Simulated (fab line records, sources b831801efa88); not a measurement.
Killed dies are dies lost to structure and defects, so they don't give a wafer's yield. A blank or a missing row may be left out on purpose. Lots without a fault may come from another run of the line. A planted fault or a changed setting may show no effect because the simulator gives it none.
Which tool did it? | flow sky130 | 11 lots, 33 wafers sampled, at 1 step of a route of 708

WHAT THE GAUGES READ, wafer by wafer
SKY_VIA2_OVL_MEAS_13.
lot  | measured     | on         | VIA2_OVL (nm)
L988 | day 36 08:56 | overlay-01 | -8 -8 -1
L989 | day 37 04:15 | overlay-01 | -3 -6 -5
L990 | day 37 09:59 | overlay-02 | -8 -9 -9
L993 | day 38 06:15 | overlay-02 | 4 -2 7
L994 | day 38 08:14 | overlay-01 | -12 -12 -17
L996 | day 39 07:11 | overlay-02 | -8 -13 -20
L997 | day 39 07:32 | overlay-01 | -8 -8 -4
L103 | day 41 08:15 | overlay-02 | -15 -12 -15
L104 | day 41 11:42 | overlay-02 | -9 -16 -3
L109 | day 42 13:23 | overlay-01 | -11 -8 -15
L111 | day 43 04:09 | overlay-02 | 0 1 0

WHICH TOOL RAN EACH LOT (tool, then ch and the chambers of the sampled wafers, then the start)
The record holds no process step before these readings.

THE ANSWER, worked out from the rows above alone
Rule: what is usual is taken from the lots themselves. Put in order of their means at a reading, lots are off if they are a third of the lots or fewer, leave a main group of 4 or more, and stand apart from it by a gap of 3 or more times the standard deviation of the main group's means; of several such gaps the widest counts. A main group whose means are all the same, to the digits that the tables above print for the reading, isn't used. A lot without any number at a reading at which 4 lots or more have one is off too. The other lots that the step has rows for count as sound.
No lot is off at any reading shown: from this, nothing can be told.

WHAT THE SIMULATOR HAD PUT IN
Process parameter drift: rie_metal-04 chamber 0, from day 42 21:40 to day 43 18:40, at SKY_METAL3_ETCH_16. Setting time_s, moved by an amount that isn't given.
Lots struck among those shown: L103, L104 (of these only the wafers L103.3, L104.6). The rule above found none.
